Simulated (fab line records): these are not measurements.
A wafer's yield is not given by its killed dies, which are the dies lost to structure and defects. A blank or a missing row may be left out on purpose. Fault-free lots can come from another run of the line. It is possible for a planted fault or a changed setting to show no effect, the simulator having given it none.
fab line records / flow sky130
record: lots: 6 wafers: 18 lastDay: 50
route steps=708 shown SONOS_ONO@168
lots untouched by any fault: they come from a run of this same line in which no faults occurred
startH: hours from the record's opening day to when the first of the lot's shown wafers began / waitH: how many hours have passed since the lot's step before this one / " identical to the entry in the row above / L1.1+2: several wafers, shown together as one row / - no value, or no start given / * or withheld: withheld / < > ~ a bound
route shown NAME@n: a module of which the file shows steps, and the number in the route of the first / usual: mean and standard deviation over wafers with no fault / same: alike in all rows / chamber/n: place in a boat / sites: per-site readings / _std_site: the standard deviation of these / _edge_site: mean of outer sites minus mean of inner sites / radiusMm: for every site, how far away it sits from the centre of the wafer / mask NAME#n: copy n / behind: tool/chamber where the wafer was last shaped / hold: why the lot went on hold/how many hours it stayed there/how the hold came to an end / device: which transistor (n, p or np) failed to switch / end of line: tests of these same wafers at the route's end / a step without rows: its recipe alone / killed: at the first sort, the dies lost to defects and structure; wafer yield is something else / map: a wafer's dies, x killed, . not, _ none there
set.NAME: setting as actually run; set.NAME@STEP: the setting as run at that earlier step / model.NAME: the simulator's own value behind a step, which no gauge read
lots seen at some steps along the route; tables by step, rows by wafer
services: the hour from which a tool's chamber was out of use, counted from the record's first day as startH (under 0 if before that day), plus the number of hours and why
== steps ==
step: SKY_SONOS_ONO_OXIDATION_00
recipe: tempC: 800 ambient: O2 idleTempC: 700 rampUpCPerMin: 10 rampDownCPerMin: 3 stabiliseS: 600 purgeS: 300 targetThkA: 26 oxTimeS: 1249
step: SKY_SONOS_ONO_THK_MEAS_01
recipe: reads: SiO2_of_SONOS_ONO_OXIDATION_00
usual: SONOS_ONO_OXIDATION_THK: 2.58/0.054
lot.wafer=L421.3 tool=filmMetro-03 chamber=- startH=275.91 waitH=0.0 SONOS_ONO_OXIDATION_THK[nm]=2.60
lot.wafer=L421.4 tool=filmMetro-03 chamber=- startH=275.91 waitH=0.0 SONOS_ONO_OXIDATION_THK[nm]=2.59
lot.wafer=L421.5 tool=filmMetro-03 chamber=- startH=275.91 waitH=0.0 SONOS_ONO_OXIDATION_THK[nm]=2.55
lot.wafer=L423.1 tool=filmMetro-03 chamber=- startH=287.20 waitH=0.0 SONOS_ONO_OXIDATION_THK[nm]=2.68
lot.wafer=L423.4 tool=filmMetro-03 chamber=- startH=287.20 waitH=0.0 SONOS_ONO_OXIDATION_THK[nm]=2.63
lot.wafer=L423.5 tool=filmMetro-03 chamber=- startH=287.20 waitH=0.0 SONOS_ONO_OXIDATION_THK[nm]=2.61
lot.wafer=L426.2 tool=filmMetro-01 chamber=- startH=321.93 waitH=0.0 SONOS_ONO_OXIDATION_THK[nm]=2.57
lot.wafer=L426.3 tool=filmMetro-01 chamber=- startH=321.93 waitH=0.0 SONOS_ONO_OXIDATION_THK[nm]=2.57
lot.wafer=L426.5 tool=filmMetro-01 chamber=- startH=321.93 waitH=0.0 SONOS_ONO_OXIDATION_THK[nm]=2.59
lot.wafer=L427.2 tool=filmMetro-01 chamber=- startH=324.64 waitH=0.0 SONOS_ONO_OXIDATION_THK[nm]=2.56
lot.wafer=L427.4 tool=filmMetro-01 chamber=- startH=324.64 waitH=0.0 SONOS_ONO_OXIDATION_THK[nm]=2.56
lot.wafer=L427.6 tool=filmMetro-01 chamber=- startH=324.64 waitH=0.0 SONOS_ONO_OXIDATION_THK[nm]=2.53
lot.wafer=L439.1 tool=filmMetro-03 chamber=- startH=399.14 waitH=0.0 SONOS_ONO_OXIDATION_THK[nm]=2.58
lot.wafer=L439.3 tool=filmMetro-03 chamber=- startH=399.14 waitH=0.0 SONOS_ONO_OXIDATION_THK[nm]=2.56
lot.wafer=L439.4 tool=filmMetro-03 chamber=- startH=399.14 waitH=0.0 SONOS_ONO_OXIDATION_THK[nm]=2.60
lot.wafer=L441.1 tool=filmMetro-01 chamber=- startH=412.90 waitH=0.0 SONOS_ONO_OXIDATION_THK[nm]=2.56
lot.wafer=L441.4 tool=filmMetro-01 chamber=- startH=412.90 waitH=0.0 SONOS_ONO_OXIDATION_THK[nm]=2.59
lot.wafer=L441.5 tool=filmMetro-01 chamber=- startH=412.90 waitH=0.0 SONOS_ONO_OXIDATION_THK[nm]=2.55
step: SKY_SONOS_ONO_CVD_02
recipe: material: Si3N4 precursor: DCS/NH3 targetThkNm: 10.5 tempC: 770 timeS: 180 pressureMtorr: 250
step: SKY_SONOS_ONO_THK_MEAS_03
recipe: reads: Si3N4_of_SONOS_ONO_CVD_02
usual: SONOS_ONO_CVD_02_THK: 10.48/0.13
lot.wafer=L421.3 tool=filmMetro-02 chamber=- startH=277.38 waitH=0.0 SONOS_ONO_CVD_02_THK[nm]=10.70
lot.wafer=L421.4 tool=filmMetro-02 chamber=- startH=277.38 waitH=0.0 SONOS_ONO_CVD_02_THK[nm]=10.64
lot.wafer=L421.5 tool=filmMetro-02 chamber=- startH=277.38 waitH=0.0 SONOS_ONO_CVD_02_THK[nm]=10.53
lot.wafer=L423.1 tool=filmMetro-01 chamber=- startH=288.31 waitH=0.0 SONOS_ONO_CVD_02_THK[nm]=10.39
lot.wafer=L423.4 tool=filmMetro-01 chamber=- startH=288.31 waitH=0.0 SONOS_ONO_CVD_02_THK[nm]=10.38
lot.wafer=L423.5 tool=filmMetro-01 chamber=- startH=288.31 waitH=0.0 SONOS_ONO_CVD_02_THK[nm]=10.31
lot.wafer=L426.2 tool=filmMetro-01 chamber=- startH=323.04 waitH=0.0 SONOS_ONO_CVD_02_THK[nm]=10.41
lot.wafer=L426.3 tool=filmMetro-01 chamber=- startH=323.04 waitH=0.0 SONOS_ONO_CVD_02_THK[nm]=10.60
lot.wafer=L426.5 tool=filmMetro-01 chamber=- startH=323.04 waitH=0.0 SONOS_ONO_CVD_02_THK[nm]=10.47
lot.wafer=L427.2 tool=filmMetro-03 chamber=- startH=327.69 waitH=0.0 SONOS_ONO_CVD_02_THK[nm]=10.56
lot.wafer=L427.4 tool=filmMetro-03 chamber=- startH=327.69 waitH=0.0 SONOS_ONO_CVD_02_THK[nm]=10.56
lot.wafer=L427.6 tool=filmMetro-03 chamber=- startH=327.69 waitH=0.0 SONOS_ONO_CVD_02_THK[nm]=10.49
lot.wafer=L439.1 tool=filmMetro-01 chamber=- startH=400.93 waitH=0.0 SONOS_ONO_CVD_02_THK[nm]=10.38
lot.wafer=L439.3 tool=filmMetro-01 chamber=- startH=400.93 waitH=0.0 SONOS_ONO_CVD_02_THK[nm]=10.46
lot.wafer=L439.4 tool=filmMetro-01 chamber=- startH=400.93 waitH=0.0 SONOS_ONO_CVD_02_THK[nm]=10.23
lot.wafer=L441.1 tool=filmMetro-03 chamber=- startH=415.94 waitH=0.0 SONOS_ONO_CVD_02_THK[nm]=10.49
lot.wafer=L441.4 tool=filmMetro-03 chamber=- startH=415.94 waitH=0.0 SONOS_ONO_CVD_02_THK[nm]=10.51
lot.wafer=L441.5 tool=filmMetro-03 chamber=- startH=415.94 waitH=0.0 SONOS_ONO_CVD_02_THK[nm]=10.51
step: SKY_SONOS_ONO_CVD_04
recipe: material: SiO2 precursor: SiH4/N2O targetThkNm: 5.7199 tempC: 900 pressureMtorr: 400
step: SKY_SONOS_ONO_THK_MEAS_05
recipe: reads: SiO2_of_SONOS_ONO_CVD_04
usual: SONOS_ONO_CVD_04_THK: 5.65/0.11
lot.wafer=L421.3 tool=filmMetro-02 chamber=- startH=278.69 waitH=0.0 SONOS_ONO_CVD_04_THK[nm]=5.59
lot.wafer=L421.4 tool=filmMetro-02 chamber=- startH=278.69 waitH=0.0 SONOS_ONO_CVD_04_THK[nm]=5.61
lot.wafer=L421.5 tool=filmMetro-02 chamber=- startH=278.69 waitH=0.0 SONOS_ONO_CVD_04_THK[nm]=5.68
lot.wafer=L423.1 tool=filmMetro-03 chamber=- startH=289.62 waitH=0.0 SONOS_ONO_CVD_04_THK[nm]=5.78
lot.wafer=L423.4 tool=filmMetro-03 chamber=- startH=289.62 waitH=0.0 SONOS_ONO_CVD_04_THK[nm]=5.75
lot.wafer=L423.5 tool=filmMetro-03 chamber=- startH=289.62 waitH=0.0 SONOS_ONO_CVD_04_THK[nm]=5.81
lot.wafer=L426.2 tool=filmMetro-03 chamber=- startH=324.35 waitH=0.0 SONOS_ONO_CVD_04_THK[nm]=5.87
lot.wafer=L426.3 tool=filmMetro-03 chamber=- startH=324.35 waitH=0.0 SONOS_ONO_CVD_04_THK[nm]=5.73
lot.wafer=L426.5 tool=filmMetro-03 chamber=- startH=324.35 waitH=0.0 SONOS_ONO_CVD_04_THK[nm]=5.83
lot.wafer=L427.2 tool=filmMetro-02 chamber=- startH=329.00 waitH=0.0 SONOS_ONO_CVD_04_THK[nm]=5.57
lot.wafer=L427.4 tool=filmMetro-02 chamber=- startH=329.00 waitH=0.0 SONOS_ONO_CVD_04_THK[nm]=5.48
lot.wafer=L427.6 tool=filmMetro-02 chamber=- startH=329.00 waitH=0.0 SONOS_ONO_CVD_04_THK[nm]=5.63
lot.wafer=L439.1 tool=filmMetro-02 chamber=- startH=402.86 waitH=0.0 SONOS_ONO_CVD_04_THK[nm]=5.54
lot.wafer=L439.3 tool=filmMetro-02 chamber=- startH=402.86 waitH=0.0 SONOS_ONO_CVD_04_THK[nm]=5.61
lot.wafer=L439.4 tool=filmMetro-02 chamber=- startH=402.86 waitH=0.0 SONOS_ONO_CVD_04_THK[nm]=5.56
lot.wafer=L441.1 tool=filmMetro-03 chamber=- startH=417.25 waitH=0.0 SONOS_ONO_CVD_04_THK[nm]=5.65
lot.wafer=L441.4 tool=filmMetro-03 chamber=- startH=417.25 waitH=0.0 SONOS_ONO_CVD_04_THK[nm]=5.67
lot.wafer=L441.5 tool=filmMetro-03 chamber=- startH=417.25 waitH=0.0 SONOS_ONO_CVD_04_THK[nm]=5.72
step: SKY_SONOS_ONO_DEHYDRATE_06
recipe: tempC: 200 timeS: 60
step: SKY_SONOS_ONO_HMDS_07
recipe: primeTimeS: 60 primeTempC: 120
step: SKY_SONOS_ONO_COAT_08
recipe: resist: NOVOLAK spinRpm: 3000 resistThkNm: 1140
step: SKY_SONOS_ONO_SOFTBAKE_09
recipe: tempC: 90 timeS: 60 resist: NOVOLAK
step: SKY_SONOS_ONO_EXPOSE_10
recipe: maskId: ONOM targetCdNm: 410 na: 0.6 sourceShape: conventional sigmaOuter: 0.6 doseMj: 150
step: SKY_SONOS_ONO_PEB_11
recipe: tempC: withheld timeS: * resist: NOVOLAK
step: SKY_SONOS_ONO_DEVELOP_12
recipe: developTimeS: 60 devTempC: 23
lot.wafer=L421.3+4+5 tool=lithoTrack-04 chamber=0 startH=302.69 waitH=0.1
lot.wafer=L423.1+4+5 tool=lithoTrack-04 chamber=0 startH=313.74 waitH=0.1
lot.wafer=L426.2+3+5 tool=lithoTrack-03 chamber=0 startH=349.86 waitH=0.1
lot.wafer=L427.2+4+6 tool=lithoTrack-04 chamber=0 startH=355.37 waitH=0.1
lot.wafer=L439.1+3+4 tool=lithoTrack-03 chamber=0 startH=432.39 waitH=0.1
lot.wafer=L441.1+4+5 tool=lithoTrack-03 chamber=0 startH=446.84 waitH=0.1
step: SKY_SONOS_ONO_CD_MEAS_13
recipe: targetCdNm: 410
usual: cdNm: 408.9/2.8
lot.wafer=L421.3 tool=cdSem-01 chamber=- startH=302.83 waitH=0.1 hold=- cdNm=407.1
lot.wafer=L421.4 tool=cdSem-01 chamber=- startH=302.83 waitH=0.1 hold=- cdNm=406.0
lot.wafer=L421.5 tool=cdSem-01 chamber=- startH=302.83 waitH=0.1 hold=- cdNm=406.3
lot.wafer=L423.1 tool=cdSem-02 chamber=- startH=313.89 waitH=0.1 hold=- cdNm=412.6
lot.wafer=L423.4 tool=cdSem-02 chamber=- startH=313.89 waitH=0.1 hold=- cdNm=413.5
lot.wafer=L423.5 tool=cdSem-02 chamber=- startH=313.89 waitH=0.1 hold=- cdNm=410.9
lot.wafer=L426.2 tool=cdSem-01 chamber=- startH=350.01 waitH=0.1 hold=- cdNm=409.5
lot.wafer=L426.3 tool=cdSem-01 chamber=- startH=350.01 waitH=0.1 hold=- cdNm=407.3
lot.wafer=L426.5 tool=cdSem-01 chamber=- startH=350.01 waitH=0.1 hold=- cdNm=409.4
lot.wafer=L427.2 tool=cdSem-02 chamber=- startH=355.51 waitH=0.1 hold=- cdNm=408.6
lot.wafer=L427.4 tool=cdSem-02 chamber=- startH=355.51 waitH=0.1 hold=- cdNm=409.8
lot.wafer=L427.6 tool=cdSem-02 chamber=- startH=355.51 waitH=0.1 hold=- cdNm=407.4
lot.wafer=L439.1 tool=cdSem-01 chamber=- startH=432.54 waitH=0.1 hold=awaitDispo/0.2h/release cdNm=391.2
lot.wafer=L439.3 tool=cdSem-01 chamber=- startH=432.54 waitH=0.1 hold=awaitDispo/0.2h/release cdNm=391.2
lot.wafer=L439.4 tool=cdSem-01 chamber=- startH=432.54 waitH=0.1 hold=awaitDispo/0.2h/release cdNm=392.2
lot.wafer=L439.1 tool=cdSem-01 chamber=- startH=432.83 waitH=0.3 hold=- cdNm=391.7
lot.wafer=L439.3 tool=cdSem-01 chamber=- startH=432.83 waitH=0.3 hold=- cdNm=391.3
lot.wafer=L439.4 tool=cdSem-01 chamber=- startH=432.83 waitH=0.3 hold=- cdNm=392.8
lot.wafer=L441.1 tool=cdSem-01 chamber=- startH=446.99 waitH=0.1 hold=awaitDispo/0.2h/release cdNm=396.8
lot.wafer=L441.4 tool=cdSem-01 chamber=- startH=446.99 waitH=0.1 hold=awaitDispo/0.2h/release cdNm=392.2
lot.wafer=L441.5 tool=cdSem-01 chamber=- startH=446.99 waitH=0.1 hold=awaitDispo/0.2h/release cdNm=396.9
lot.wafer=L441.1 tool=cdSem-01 chamber=- startH=447.28 waitH=0.3 hold=- cdNm=396.7
lot.wafer=L441.4 tool=cdSem-01 chamber=- startH=447.28 waitH=0.3 hold=- cdNm=392.3
lot.wafer=L441.5 tool=cdSem-01 chamber=- startH=447.28 waitH=0.3 hold=- cdNm=397.5
step: SKY_SONOS_ONO_OVL_MEAS_14
usual: SONOS_ONO_OVL: -0.7/1.4
lot.wafer=L421.3 tool=overlay-01 chamber=- startH=302.92 waitH=0.1 hold=- SONOS_ONO_OVL[nm]=-2.3
lot.wafer=L421.4 tool=overlay-01 chamber=- startH=302.92 waitH=0.1 hold=- SONOS_ONO_OVL[nm]=-0.6
lot.wafer=L421.5 tool=overlay-01 chamber=- startH=302.92 waitH=0.1 hold=- SONOS_ONO_OVL[nm]=-2.2
lot.wafer=L423.1 tool=overlay-02 chamber=- startH=314.01 waitH=0.1 hold=- SONOS_ONO_OVL[nm]=-0.3
lot.wafer=L423.4 tool=overlay-02 chamber=- startH=314.01 waitH=0.1 hold=- SONOS_ONO_OVL[nm]=-0.5
lot.wafer=L423.5 tool=overlay-02 chamber=- startH=314.01 waitH=0.1 hold=- SONOS_ONO_OVL[nm]=-0.4
lot.wafer=L426.2 tool=overlay-02 chamber=- startH=350.12 waitH=0.1 hold=- SONOS_ONO_OVL[nm]=1.3
lot.wafer=L426.3 tool=overlay-02 chamber=- startH=350.12 waitH=0.1 hold=- SONOS_ONO_OVL[nm]=0.6
lot.wafer=L426.5 tool=overlay-02 chamber=- startH=350.12 waitH=0.1 hold=- SONOS_ONO_OVL[nm]=-0.6
lot.wafer=L427.2 tool=overlay-02 chamber=- startH=355.62 waitH=0.1 hold=- SONOS_ONO_OVL[nm]=0.6
lot.wafer=L427.4 tool=overlay-02 chamber=- startH=355.62 waitH=0.1 hold=- SONOS_ONO_OVL[nm]=-0.5
lot.wafer=L427.6 tool=overlay-02 chamber=- startH=355.62 waitH=0.1 hold=- SONOS_ONO_OVL[nm]=-0.8
lot.wafer=L439.1 tool=overlay-02 chamber=- startH=438.90 waitH=6.1 hold=awaitDispo/6.0h/release SONOS_ONO_OVL[nm]=-2.7
lot.wafer=L439.3 tool=overlay-02 chamber=- startH=438.90 waitH=6.1 hold=awaitDispo/6.0h/release SONOS_ONO_OVL[nm]=-3.3
lot.wafer=L439.4 tool=overlay-02 chamber=- startH=438.90 waitH=6.1 hold=awaitDispo/6.0h/release SONOS_ONO_OVL[nm]=-0.9
lot.wafer=L441.1 tool=overlay-01 chamber=- startH=457.52 waitH=10.2 hold=awaitDispo/10.1h/release SONOS_ONO_OVL[nm]=-1.2
lot.wafer=L441.4 tool=overlay-01 chamber=- startH=457.52 waitH=10.2 hold=awaitDispo/10.1h/release SONOS_ONO_OVL[nm]=-4.2
lot.wafer=L441.5 tool=overlay-01 chamber=- startH=457.52 waitH=10.2 hold=awaitDispo/10.1h/release SONOS_ONO_OVL[nm]=0.1
step: SKY_SONOS_ONO_ETCH_15
recipe: targetDepthNm: 19.52 chemistry: CHF3/O2 sourceW: 600 biasW: 200 pressureMtorr: 40 chf3FlowSccm: 50 O2_flow_sccm: 5 timeS: 7.8
usual: drypumpMotorCurrentA: 6.0/0.42 oesProductAu: 0.999/0.0094 throttleValvePct: 8.823/0.0095
lot.wafer=L421.3 tool=rieDiel-02 chamber=2 startH=302.95 waitH=0.0 drypumpMotorCurrentA=6.7 oesProductAu=1.020 rfHoursCounterH=12 throttleValvePct=8.836 model.SONOS_ONO.cdNm=406.9
lot.wafer=L421.4 tool=rieDiel-02 chamber=1 startH=302.95 waitH=0.0 drypumpMotorCurrentA=5.5 oesProductAu=1.010 rfHoursCounterH=6 throttleValvePct=8.828 model.SONOS_ONO.cdNm=406.3
lot.wafer=L421.5 tool=rieDiel-02 chamber=0 startH=302.95 waitH=0.0 drypumpMotorCurrentA=6.0 oesProductAu=1.010 rfHoursCounterH=- throttleValvePct=8.838 model.SONOS_ONO.cdNm=406.5
lot.wafer=L423.1 tool=rieDiel-02 chamber=1 startH=314.05 waitH=0.0 drypumpMotorCurrentA=5.5 oesProductAu=0.999 rfHoursCounterH=6 throttleValvePct=8.829 model.SONOS_ONO.cdNm=412.7
lot.wafer=L423.4 tool=rieDiel-02 chamber=0 startH=314.05 waitH=0.0 drypumpMotorCurrentA=6.0 oesProductAu=0.995 rfHoursCounterH=10 throttleValvePct=8.818 model.SONOS_ONO.cdNm=413.2
lot.wafer=L423.5 tool=rieDiel-02 chamber=1 startH=314.05 waitH=0.0 drypumpMotorCurrentA=5.4 oesProductAu=0.991 rfHoursCounterH=- throttleValvePct=8.828 model.SONOS_ONO.cdNm=411
lot.wafer=L426.2 tool=rieDiel-01 chamber=0 startH=350.15 waitH=0.0 drypumpMotorCurrentA=5.9 oesProductAu=0.995 rfHoursCounterH=1 throttleValvePct=8.810 model.SONOS_ONO.cdNm=409.4
lot.wafer=L426.3 tool=rieDiel-01 chamber=3 startH=350.15 waitH=0.0 drypumpMotorCurrentA=6.2 oesProductAu=0.981 rfHoursCounterH=11 throttleValvePct=8.834 model.SONOS_ONO.cdNm=407
lot.wafer=L426.5 tool=rieDiel-01 chamber=2 startH=350.15 waitH=0.0 drypumpMotorCurrentA=6.0 oesProductAu=1.003 rfHoursCounterH=- throttleValvePct=8.825 model.SONOS_ONO.cdNm=409.3
lot.wafer=L427.2 tool=rieDiel-03 chamber=3 startH=355.65 waitH=0.0 drypumpMotorCurrentA=6.0 oesProductAu=0.991 rfHoursCounterH=85 throttleValvePct=8.820 model.SONOS_ONO.cdNm=408.6
lot.wafer=L427.4 tool=rieDiel-03 chamber=0 startH=355.65 waitH=0.0 drypumpMotorCurrentA=6.0 oesProductAu=1.010 rfHoursCounterH=113 throttleValvePct=8.834 model.SONOS_ONO.cdNm=409.7
lot.wafer=L427.6 tool=rieDiel-03 chamber=1 startH=355.65 waitH=0.0 drypumpMotorCurrentA=5.2 oesProductAu=1.020 rfHoursCounterH=- throttleValvePct=8.842 model.SONOS_ONO.cdNm=406.7
lot.wafer=L439.1 tool=rieDiel-01 chamber=2 startH=438.94 waitH=0.0 drypumpMotorCurrentA=6.0 oesProductAu=1.000 rfHoursCounterH=7 throttleValvePct=8.808 model.SONOS_ONO.cdNm=391.5
lot.wafer=L439.3 tool=rieDiel-01 chamber=1 startH=438.94 waitH=0.0 drypumpMotorCurrentA=6.1 oesProductAu=0.993 rfHoursCounterH=3 throttleValvePct=8.812 model.SONOS_ONO.cdNm=391.4
lot.wafer=L439.4 tool=rieDiel-01 chamber=3 startH=438.94 waitH=0.0 drypumpMotorCurrentA=6.2 oesProductAu=0.989 rfHoursCounterH=12 throttleValvePct=8.838 model.SONOS_ONO.cdNm=392.5
lot.wafer=L441.1 tool=rieDiel-03 chamber=0 startH=457.55 waitH=0.0 drypumpMotorCurrentA=5.9 oesProductAu=1.007 rfHoursCounterH=1 throttleValvePct=8.818 model.SONOS_ONO.cdNm=396.8
lot.wafer=L441.4 tool=rieDiel-03 chamber=1 startH=457.55 waitH=0.0 drypumpMotorCurrentA=5.1 oesProductAu=1.025 rfHoursCounterH=89 throttleValvePct=8.831 model.SONOS_ONO.cdNm=392.5
lot.wafer=L441.5 tool=rieDiel-03 chamber=0 startH=457.55 waitH=0.0 drypumpMotorCurrentA=6.0 oesProductAu=1.008 rfHoursCounterH=- throttleValvePct=8.829 model.SONOS_ONO.cdNm=397.2
step: SKY_SONOS_ONO_WET_ETCH_16
recipe: chemistry: dHF targetDepthNm: 14 dry: n2Spin target: SiO2 dilution: 100:1 tempC: 25 timeS: 280
== services ==
tool=rieDiel-01 chamber=0 startH=280.82 hours=- kind=clean
tool=rieDiel-01 chamber=0 startH=280.82 hours=13.6 kind=scheduledDown
tool=rieDiel-01 chamber=0 startH=280.82 hours=13.6 kind=ventCycle
tool=rieDiel-03 chamber=0 startH=301.65 hours=7.0 kind=repair
tool=rieDiel-01 chamber=1 startH=302.46 hours=8.9 kind=repair
tool=rieDiel-01 chamber=- startH=306.02 hours=0.6 kind=repair
tool=rieDiel-03 chamber=0 startH=367.37 hours=- kind=clean
tool=rieDiel-03 chamber=0 startH=367.37 hours=16.8 kind=scheduledDown
tool=rieDiel-03 chamber=0 startH=367.37 hours=16.8 kind=ventCycle
tool=rieDiel-03 chamber=2 startH=378.28 hours=4.5 kind=repair
tool=rieDiel-03 chamber=2 startH=397.59 hours=- kind=clean
tool=rieDiel-03 chamber=2 startH=397.59 hours=13.7 kind=scheduledDown
tool=rieDiel-03 chamber=2 startH=397.59 hours=13.7 kind=ventCycle
tool=rieDiel-02 chamber=3 startH=427.98 hours=- kind=clean
tool=rieDiel-02 chamber=3 startH=427.98 hours=19.3 kind=scheduledDown
tool=rieDiel-02 chamber=3 startH=427.98 hours=19.3 kind=ventCycle
== key ==
firstSign: step: SKY_SONOS_ONO_CD_MEAS_13 reading: visit direction: added
effect: step: SKY_SONOS_ONO_CD_MEAS_13 reading: cdNm direction: down sigmas: 5.5 usual: 408.9 struck: 393.4
modelEffect: step: SKY_SONOS_ONO_ETCH_15 value: SONOS_ONO.cdNm without: 406.8 struck: 393.6
metAt SKY_SONOS_ONO_DEVELOP_12
struckWafers L439.1,L439.3,L439.4,L441.1,L441.4,L441.5
testerLeftOut L439,L441
onsetBetween 349.86 432.39
alsoFits time
fault: kind: processParameterDrift tool: lithoTrack-03 chamber: - onsetH: 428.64 steps: SKY_SONOS_ONO_DEVELOP_12 channel: developTimeS offset: * shape: step endH: 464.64 actsIn: * stated: *
testerLeftOut: of these lots the tester's yield and bins aren't shown, on N5 and GAA mostly nor the transistor test; their killed dies are dies lost to structure and defects alone, not to doping, threshold or leakage, so they don't give the yield
